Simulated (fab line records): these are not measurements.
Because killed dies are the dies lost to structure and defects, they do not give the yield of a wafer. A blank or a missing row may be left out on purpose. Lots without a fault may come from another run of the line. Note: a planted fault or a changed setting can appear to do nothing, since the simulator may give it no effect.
fab line records | flow sky130
record: lots: 6 wafers: 18 lastDay: 50
route steps=708 shown VT_ADJUST_HVTR@139 VT_ADJUST_PCH@143 SONOS_TUNNEL@154 PAD_OPEN@708
lots that met no fault: from a run of the same line without faults
startH: start of the lot's first displayed wafer, in hours after the record's first day | waitH: hours since the lot's step before | " unchanged from the row above | L1.1+2: a row that stands for several wafers | - no value, or no start given | * or withheld: withheld | < > ~ a bound
route shown NAME@n: names a module that has steps shown in the file, with the first one's number in the route | usual: mean and standard deviation over wafers with no fault | same: alike in all rows | chamber/n: place in a boat | sites: per-site readings | _std_site: the values' standard deviation | _edge_site: the outer-site mean with the inner-site mean subtracted | radiusMm: for every site, how far away it sits from the centre of the wafer | mask NAME#n: copy n | behind: tool/chamber where the wafer was last shaped | hold: the reason the lot was held/the length of the hold in hours/how it ended | device: the n, p or np transistor that did not switch | end of line: at the end of the route, the tests of the same wafers | step lacking rows: just its recipe | killed: not the wafer's yield, but the dies lost to structure and defects at the first sort | map: dies across one wafer; x = killed, . = not, _ = none there
set.NAME: setting as actually run; set.NAME@STEP: the setting as run at that earlier step | model.NAME: the simulator's own value behind a step, which no gauge read
a table for each step, a row for each wafer; lots at some steps of the route
services: when a tool's chamber went out of use (startH, in hours from the record's first day, below 0 if earlier), for how many hours, and the reason
== steps ==
step: SKY_VT_ADJUST_HVTR_OVL_MEAS_08
usual: VT_ADJUST_HVTR_OVL: 0.7/1.7
columns lot.wafer tool chamber startH waitH VT_ADJUST_HVTR_OVL[nm]
L260.3 overlay-01 - 206.62 0.1 1.9
L260.4 " - " " 0.0
L260.6 " - " " 2.6
L261.1 overlay-01 - 207.30 0.1 2.9
L261.4 " - " " 2.2
L261.5 " - " " 1.7
L271.1 overlay-01 - 286.65 0.1 2.0
L271.2 " - " " 2.7
L271.6 " - " " 2.1
L273.1 overlay-02 - 298.39 0.1 -3.0
L273.4 " - " " -3.6
L273.6 " - " " -2.1
L282.1 overlay-02 - 363.65 0.1 0.7
L282.5 " - " " 0.6
L282.6 " - " " 0.9
L283.2 overlay-01 - 371.75 0.1 3.3
L283.5 " - " " 2.8
L283.6 " - " " 2.6
step: SKY_VT_ADJUST_HVTR_IMPLANT_09
recipe: species: B energyKev: 10 doseCm2: 2.1e+12 tiltDeg: withheld
step: SKY_VT_ADJUST_HVTR_STRIP_10
recipe: chemistry: O2/N2 powerW: 1400 pressureMtorr: 1500 platenTempC: withheld o2FlowSccm: 3000 n2FlowSccm: 300 overashFraction: 0.5
usual: drypumpMotorCurrentA: 5.8/0.36 oesProductAu: 0.716/0.0041 stripTimeToEndpointS: 14.17/0.038
columns lot.wafer tool chamber startH waitH drypumpMotorCurrentA oesProductAu rfHoursCounterH stripTimeToEndpointS
L260.3 plasmaAsher-04 0 206.82 0.1 5.4 0.717 - 14.20
L260.4 " 1 " " 5.8 0.718 - 14.27
L260.6 " 0 " " 5.4 0.715 - 14.16
L261.1 plasmaAsher-02 1 207.48 0.1 5.7 0.714 37 14.19
L261.4 " 1 " " 5.7 0.717 - 14.18
L261.5 " 1 " " 5.7 0.715 - 14.17
L271.1 plasmaAsher-02 1 286.83 0.1 5.8 0.719 45 14.13
L271.2 " 0 " " 6.4 0.722 45 14.17
L271.6 " 0 " " 6.4 0.712 - 14.20
L273.1 plasmaAsher-03 1 298.58 0.1 5.4 0.713 61 14.17
L273.4 " 1 " " 5.4 0.721 - 14.13
L273.6 " 1 " " 5.4 0.710 - 14.18
L282.1 plasmaAsher-04 1 363.88 0.1 5.8 0.721 69 14.21
L282.5 " 1 " " 5.7 0.720 - 14.21
L282.6 " 0 " " 5.5 0.718 - 14.18
L283.2 plasmaAsher-04 1 371.93 0.1 5.8 0.718 70 14.15
L283.5 " 0 " " 5.4 0.723 - 14.18
L283.6 " 1 " " 5.8 0.711 - 14.15
step: SKY_VT_ADJUST_HVTR_TW_MEAS_11
usual: VT_ADJUST_HVTR_TW: 210.9/1
columns lot.wafer tool chamber startH waitH VT_ADJUST_HVTR_TW
L260.3 filmMetro-03 - 206.91 0.1 210.4
L260.4 " - " " 210.5
L260.6 " - " " 211.5
L261.1 filmMetro-02 - 207.58 0.1 210.2
L261.4 " - " " 211.1
L261.5 " - " " 211.0
L271.1 filmMetro-02 - 286.93 0.1 212.5
L271.2 " - " " 211.0
L271.6 " - " " 210.8
L273.1 filmMetro-01 - 298.68 0.1 212.0
L273.4 " - " " 212.3
L273.6 " - " " 212.4
L282.1 filmMetro-03 - 363.98 0.1 210.6
L282.5 " - " " 210.8
L282.6 " - " " 209.9
L283.2 filmMetro-03 - 372.04 0.1 208.8
L283.5 " - " " 208.7
L283.6 " - " " 208.6
step: SKY_VT_ADJUST_PCH_DEHYDRATE_00
recipe: tempC: 200 timeS: 60
step: SKY_VT_ADJUST_PCH_HMDS_01
recipe: primeTimeS: 60 primeTempC: 120
step: SKY_VT_ADJUST_PCH_COAT_02
recipe: spinRpm: 2000 resistThkNm: 3000
step: SKY_VT_ADJUST_PCH_SOFTBAKE_03
recipe: tempC: 110 timeS: withheld
step: SKY_VT_ADJUST_PCH_EXPOSE_04
recipe: maskId: NWM na: 0.6 sourceShape: conventional sigmaOuter: 0.6 polarization: unpolarized targetCdNm: 840 doseMj: 255
step: SKY_VT_ADJUST_PCH_PEB_05
recipe: tempC: 115 timeS: withheld
step: SKY_VT_ADJUST_PCH_DEVELOP_06
recipe: wallAngleDeg: 90 developer: TMAH developTimeS: 60 devTempC: 22.23
step: SKY_VT_ADJUST_PCH_OVL_MEAS_07
usual: VT_ADJUST_PCH_OVL: -0.3/1.5
columns lot.wafer tool chamber startH waitH VT_ADJUST_PCH_OVL[nm]
L260.3 overlay-01 - 228.58 - 1.2
L260.4 " - " " -1.0
L260.6 " - " " -0.1
L261.1 overlay-01 - 229.78 - -0.5
L261.4 " - " " -1.4
L261.5 " - " " -0.5
L271.1 overlay-02 - 311.43 - -0.4
L271.2 " - " " -1.2
L271.6 " - " " 0.0
L273.1 overlay-01 - 323.58 - -0.4
L273.4 " - " " -1.6
L273.6 " - " " -1.7
L282.1 overlay-01 - 391.97 - 2.6
L282.5 " - " " 1.9
L282.6 " - " " 3.9
L283.2 overlay-01 - 400.83 - 0.2
L283.5 " - " " -0.4
L283.6 " - " " -1.0
step: SKY_VT_ADJUST_PCH_IMPLANT_08
recipe: species: B energyKev: 10 doseCm2: 5e+11 tiltDeg: withheld
usual: doseIonsCm2: 5e+11/5.8e+08 faradayCurrentUA: 2.82/0.054
same: implantIonAmu: 11
columns lot.wafer tool chamber startH waitH doseIonsCm2 faradayCurrentUA
L260.3 implanter-04 0 228.65 0.1 5.009e+11 2.99
L260.4 " 0 " " 5.011e+11 2.76
L260.6 " 0 " " 4.999e+11 2.84
L261.1 implanter-04 0 229.81 0.0 5.004e+11 2.81
L261.4 " 0 " " 5.007e+11 2.73
L261.5 " 0 " " 5.005e+11 2.82
L271.1 implanter-04 0 311.46 0.0 6.334e+11 3.48
L271.2 " 0 " " 6.332e+11 3.56
L271.6 " 0 " " 6.336e+11 3.56
L273.1 implanter-04 0 323.61 0.0 6.343e+11 3.65
L273.4 " 0 " " 6.341e+11 3.66
L273.6 " 0 " " 6.342e+11 3.56
L282.1 implanter-04 0 392.00 0.0 4.998e+11 2.75
L282.5 " 0 " " 4.997e+11 2.77
L282.6 " 0 " " 5.004e+11 2.88
L283.2 implanter-01 0 400.88 0.0 5.011e+11 2.78
L283.5 " 0 " " 5.003e+11 2.77
L283.6 " 0 " " 5.005e+11 2.80
step: SKY_VT_ADJUST_PCH_STRIP_09
recipe: chemistry: O2/N2 powerW: 1400 pressureMtorr: 1500 platenTempC: withheld o2FlowSccm: 3000 n2FlowSccm: 300 overashFraction: 0.5
usual: drypumpMotorCurrentA: 5.6/0.36 oesProductAu: 0.723/0.0049 stripTimeToEndpointS: 36.92/0.079
columns lot.wafer tool chamber startH waitH drypumpMotorCurrentA oesProductAu rfHoursCounterH stripTimeToEndpointS
L260.3 plasmaAsher-04 1 228.79 0.1 5.8 0.719 - 36.96
L260.4 " 0 " " 5.4 0.726 - 36.94
L260.6 " 1 " " 5.8 0.725 - 36.90
L261.1 plasmaAsher-04 0 229.96 0.1 5.4 0.721 56 36.82
L261.4 " 1 " " 5.8 0.731 - 36.87
L261.5 " 1 " " 5.8 0.721 - 36.83
L271.1 plasmaAsher-03 1 311.61 0.1 5.4 0.734 62 36.90
L271.2 " 0 " " 6.3 0.722 62 36.92
L271.6 " 1 " " 5.4 0.721 - 37.04
L273.1 plasmaAsher-01 0 323.76 0.1 5.0 0.716 21 36.92
L273.4 " 1 " " 5.6 0.717 - 36.90
L273.6 " 1 " " 5.6 0.722 - 36.86
L282.1 plasmaAsher-03 0 392.15 0.1 6.3 0.719 70 36.89
L282.5 " 1 " " 5.4 0.734 - 36.91
L282.6 " 0 " " 6.3 0.720 - 36.84
L283.2 plasmaAsher-04 0 401.01 0.1 5.5 0.726 73 36.94
L283.5 " 1 " " 5.7 0.722 - 36.89
L283.6 " 0 " " 5.4 0.728 - 36.88
step: SKY_VT_ADJUST_PCH_TW_MEAS_10
usual: VT_ADJUST_PCH_TW: 142.3/0.73
columns lot.wafer tool chamber startH waitH VT_ADJUST_PCH_TW
L260.3 filmMetro-03 - 228.87 0.1 142.4
L260.4 " - " " 142.0
L260.6 " - " " 142.3
L261.1 filmMetro-04 - 230.06 0.1 142.1
L261.4 " - " " 141.8
L261.5 " - " " 141.7
L271.1 filmMetro-03 - 311.71 0.1 152.2
L271.2 " - " " 150.7
L271.6 " - " " 151.5
L273.1 filmMetro-04 - 323.86 0.1 151.0
L273.4 " - " " 151.1
L273.6 " - " " 151.4
L282.1 filmMetro-03 - 392.25 0.1 141.5
L282.5 " - " " 141.7
L282.6 " - " " 141.7
L283.2 filmMetro-04 - 401.12 0.1 142.6
L283.5 " - " " 142.3
L283.6 " - " " 142.3
step: SKY_SONOS_TUNNEL_DEHYDRATE_00
recipe: tempC: 200 timeS: 60
step: SKY_PAD_OPEN_PROBE_99
usual: killed_at_M0_to_M3: 44/7 killed_at_M4_up: 3.0/1.8 killedAtContacts: 24/4.9 killedAtFrontEnd: 15/5 killedAtOther: 0.2/0.53 killedDies: 87/8.7 killedOpen: 48/6.8 killedShort: 39/5.7
same: grossDies: 492 killedAtBackSide: 0
columns lot.wafer tool chamber startH waitH killed_at_M0_to_M3 killed_at_M4_up killedAtContacts killedAtFrontEnd killedAtOther killedDies killedOpen killedShort model.etest.pfet_01v8_lvt.driveUaUm model.etest.pfetG5v0d10v5.offLog10AUm model.etest.pfet_01v8_lvt.offLog10AUm model.etest.pfetG5v0d10v5.vtSatV model.etest.pfet_16v.vtV model.etest.pfetG5v0d10v5.vtV model.etest.pfetG5v0d10v5.vtLongV model.etest.pfet_01v8_lvt.vtSatV
L260.3 prober-01 - 1073.30 0.2 34 4 31 17 0 86 50 36 176.3 -12.97 -9.104 -0.6639 -1.106 -0.8532 -0.9377 -0.4608
L260.4 prober-01 - 1073.35 0.2 44 2 16 14 0 76 38 38 174.7 -13.04 -9.057 -0.6888 -1.118 -0.8822 -0.9519 -0.457
L260.6 prober-01 - 1073.45 0.2 47 7 18 16 0 88 51 37 175.4 -12.79 -9.07 -0.6406 -1.115 -0.8294 -0.941 -0.462
L261.1 prober-02 - 1075.55 0.1 43 4 24 19 0 90 52 38 178 -12.77 -9.05 -0.642 -1.105 -0.8319 -0.9329 -0.4516
L261.4 prober-02 - 1075.70 0.2 42 1 30 16 1 90 43 47 177.8 -12.34 -9.063 -0.6285 -1.105 -0.8168 -0.9329 -0.4528
L261.5 prober-02 - 1075.75 0.2 49 7 25 25 0 106 55 51 174.4 -12.61 -9.17 -0.6416 -1.107 -0.8254 -0.9316 -0.4569
L271.1 prober-01 - 1147.94 0.1 41 4 19 25 0 89 51 38 178.1 -12.33 -8.53 -0.6035 -1.052 -0.8041 -0.8857 -0.4103
L271.2 prober-01 - 1147.99 0.1 43 4 31 8 1 87 44 43 181 -11.89 -8.336 -0.5725 -1.047 -0.7742 -0.8786 -0.4023
L271.6 prober-01 - 1148.19 0.2 33 3 26 21 0 83 46 37 176.4 -11.98 -8.384 -0.5927 -1.064 -0.7961 -0.8933 -0.4123
L273.1 prober-02 - 1150.57 0.1 49 2 23 10 0 84 45 39 177.3 -11.49 -8.345 -0.5355 -1.022 -0.7463 -0.8681 -0.4001
L273.4 prober-02 - 1150.72 0.2 56 5 26 18 0 105 54 50 177.5 -11.84 -8.471 -0.5759 -1.016 -0.7817 -0.8599 -0.3923
L273.6 prober-02 - 1150.82 0.2 41 2 10 10 0 63 33 30 176.7 -11.63 -8.26 -0.5456 -1.023 -0.7509 -0.8648 -0.3929
L282.1 prober-01 - 1194.78 0.1 53 3 31 18 0 105 63 42 173.7 -12.61 -8.754 -0.6208 -1.08 -0.8144 -0.9141 -0.4397
L282.5 prober-01 - 1194.98 0.2 55 5 25 10 1 96 57 39 174.7 -12.23 -9.119 -0.608 -1.085 -0.8057 -0.9198 -0.4379
L282.6 prober-01 - 1195.03 0.2 47 4 24 17 0 92 51 41 175.3 -12.56 -8.877 -0.6248 -1.085 -0.8217 -0.9196 -0.4333
L283.2 prober-02 - 1199.54 0.1 49 2 18 9 0 78 47 31 171.6 -12.47 -8.953 -0.6245 -1.087 -0.8179 -0.9147 -0.4473
L283.5 prober-02 - 1199.69 0.2 35 1 33 13 0 82 50 32 172 -12.58 -9.107 -0.6291 -1.091 -0.8168 -0.9153 -0.4479
L283.6 prober-02 - 1199.74 0.2 41 1 25 18 0 85 52 33 173.5 -12.64 -8.871 -0.646 -1.098 -0.8353 -0.9262 -0.4451
killed by level:class
L260.3 LI_CONTACT:geometricParticle:open=12 CONTACT:geometricParticle:open=11 VIA1:geometricParticle:open=9 FIELD_ISO:geometricParticle:short=5 LI_CONTACT:geometricParticle:short=4 METAL2:geometricParticle:short=4 METAL1:geometricParticle:short=4 VIA3:geometricParticle:open=4
L260.4 VIA1:geometricParticle:open=12 VIA3:geometricParticle:open=8 VIA1:geometricParticle:short=7 FIELD_ISO:geometricParticle:short=6 CONTACT:geometricParticle:open=6 LI_CONTACT:geometricParticle:open=4 METAL2:geometricParticle:short=4 SPACER:geometricParticle:short=3
L260.6 VIA1:geometricParticle:open=12 METAL2:geometricParticle:short=9 VIA2:geometricParticle:open=8 CONTACT:geometricParticle:open=6 FIELD_ISO:geometricParticle:open=5 VIA3:geometricParticle:open=5 FIELD_ISO:geometricParticle:short=4 LI_CONTACT:geometricParticle:open=4
L261.1 VIA1:geometricParticle:open=10 CONTACT:geometricParticle:open=8 LI_CONTACT:geometricParticle:open=7 VIA3:geometricParticle:open=7 FIELD_ISO:geometricParticle:short=6 VIA2:geometricParticle:open=6 METAL2:geometricParticle:short=5 POLY_GATE:geometricParticle:open=4
L261.4 VIA1:geometricParticle:open=15 CONTACT:geometricParticle:open=9 CONTACT:geometricParticle:short=7 VIA1:geometricParticle:short=7 LI_CONTACT:geometricParticle:short=6 METAL1:geometricParticle:short=5 POLY_GATE:geometricParticle:short=5 FIELD_ISO:geometricParticle:short=4
L261.5 CONTACT:geometricParticle:open=13 METAL1:geometricParticle:short=10 VIA1:geometricParticle:open=10 METAL2:geometricParticle:short=7 LI_CONTACT:geometricParticle:open=6 VIA1:geometricParticle:short=6 VIA2:geometricParticle:open=6 FIELD_ISO:geometricParticle:short=5
L271.1 FIELD_ISO:geometricParticle:open=11 METAL2:geometricParticle:short=10 VIA2:geometricParticle:open=9 CONTACT:geometricParticle:open=7 VIA1:geometricParticle:open=6 LOCAL_INTERCONNECT:geometricParticle:short=4 CONTACT:geometricParticle:short=4 FIELD_ISO:geometricParticle:short=3
L271.2 METAL2:geometricParticle:short=9 CONTACT:geometricParticle:open=9 LI_CONTACT:geometricParticle:open=8 VIA2:geometricParticle:open=6 METAL1:geometricParticle:short=6 LOCAL_INTERCONNECT:geometricParticle:short=5 VIA3:geometricParticle:open=5 LOCAL_INTERCONNECT:geometricParticle:open=4
L271.6 CONTACT:geometricParticle:open=11 VIA2:geometricParticle:open=7 POLY_GATE:geometricParticle:open=6 POLY_GATE:geometricParticle:short=5 LI_CONTACT:geometricParticle:open=5 VIA1:geometricParticle:short=5 METAL3:geometricParticle:short=5 LOCAL_INTERCONNECT:geometricParticle:open=4
L273.1 CONTACT:geometricParticle:open=8 VIA1:geometricParticle:open=7 METAL1:geometricParticle:short=7 VIA1:geometricParticle:short=7 VIA3:geometricParticle:open=7 METAL2:geometricParticle:short=6 LI_CONTACT:geometricParticle:open=6 CONTACT:geometricParticle:short=5
L273.4 VIA1:geometricParticle:open=11 CONTACT:geometricParticle:open=9 VIA1:geometricParticle:short=8 VIA3:geometricParticle:open=7 METAL1:geometricParticle:short=7 VIA2:geometricParticle:open=7 FIELD_ISO:geometricParticle:open=6 METAL2:geometricParticle:short=6
L273.6 VIA1:geometricParticle:open=10 METAL2:geometricParticle:short=8 VIA3:geometricParticle:open=7 CONTACT:geometricParticle:open=4 VIA2:geometricParticle:open=4 VIA2:geometricParticle:short=4 FIELD_ISO:geometricParticle:short=3 FIELD_ISO:geometricParticle:open=3
L282.1 CONTACT:geometricParticle:open=13 VIA1:geometricParticle:open=10 VIA3:geometricParticle:open=10 LI_CONTACT:geometricParticle:open=8 VIA2:geometricParticle:open=8 POLY_GATE:geometricParticle:short=6 VIA1:geometricParticle:short=6 LOCAL_INTERCONNECT:geometricParticle:short=5
L282.5 VIA2:geometricParticle:open=11 VIA1:geometricParticle:open=10 CONTACT:geometricParticle:open=9 METAL1:geometricParticle:short=8 LI_CONTACT:geometricParticle:open=6 VIA1:geometricParticle:short=6 CONTACT:geometricParticle:short=5 VIA3:geometricParticle:open=4
L282.6 VIA1:geometricParticle:open=10 VIA3:geometricParticle:open=8 LI_CONTACT:geometricParticle:open=7 VIA1:geometricParticle:short=7 CONTACT:geometricParticle:short=6 CONTACT:geometricParticle:open=6 VIA2:geometricParticle:open=6 POLY_GATE:geometricParticle:open=4
L283.2 VIA1:geometricParticle:open=10 VIA3:geometricParticle:open=8 VIA2:geometricParticle:open=7 METAL2:geometricParticle:short=6 LI_CONTACT:geometricParticle:open=5 CONTACT:geometricParticle:open=5 VIA3:geometricParticle:short=5 VIA2:geometricParticle:short=4
L283.5 CONTACT:geometricParticle:open=11 LI_CONTACT:geometricParticle:open=9 LOCAL_INTERCONNECT:geometricParticle:short=8 VIA1:geometricParticle:open=8 VIA2:geometricParticle:open=6 FIELD_ISO:geometricParticle:open=4 VIA1:geometricParticle:short=4 METAL1:geometricParticle:short=4
L283.6 VIA1:geometricParticle:open=12 CONTACT:geometricParticle:open=11 VIA2:geometricParticle:open=8 CONTACT:geometricParticle:short=6 POLY_GATE:geometricParticle:short=5 LI_CONTACT:geometricParticle:open=5 METAL1:geometricParticle:short=5 VIA3:geometricParticle:short=5
== services ==
columns tool chamber startH hours kind
plasmaAsher-02 - 186.30 5.3 repair
implanter-04 - 253.60 2.3 pm
implanter-04 - 270.80 3.9 repair
plasmaAsher-01 - 272.70 4.0 repair
plasmaAsher-03 - 281.48 10.5 repair
plasmaAsher-02 - 296.30 1.1 repair
implanter-01 - 316.38 4.9 pm
implanter-01 - 321.59 5.8 pm
implanter-01 - 340.32 1.9 repair
implanter-04 - 354.77 9.3 repair
== key ==
firstSign: step: SKY_VT_ADJUST_PCH_IMPLANT_08 reading: doseIonsCm2 direction: up sigmas: 99+ usual: * struck: *
effect: step: SKY_VT_ADJUST_PCH_IMPLANT_08 reading: faradayCurrentUA direction: up sigmas: 14 usual: 2.82 struck: 3.58
effect: step: SKY_VT_ADJUST_PCH_TW_MEAS_10 reading: VT_ADJUST_PCH_TW direction: up sigmas: 12 usual: 142.3 struck: 151.3
modelEffect: step: SKY_PAD_OPEN_PROBE_99 value: etest.pfet_01v8_lvt.driveUaUm without: 173.4 struck: 177.8
metAt SKY_VT_ADJUST_PCH_IMPLANT_08
struckWafers L271.1,L271.2,L271.6,L273.1,L273.4,L273.6
testerLeftOut L271,L273
onsetBetween 229.81 311.46
fault: kind: processParameterDrift tool: implanter-04 chamber: - onsetH: 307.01 steps: SKY_VT_ADJUST_PCH_IMPLANT_08 channel: doseCm2 offset: * shape: step endH: 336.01 actsIn: * stated: *
testerLeftOut: of these lots the tester's yield and bins aren't shown, on N5 and GAA mostly nor the transistor test; their killed dies are dies lost to structure and defects alone, not to doping, threshold or leakage, so they don't give the yield
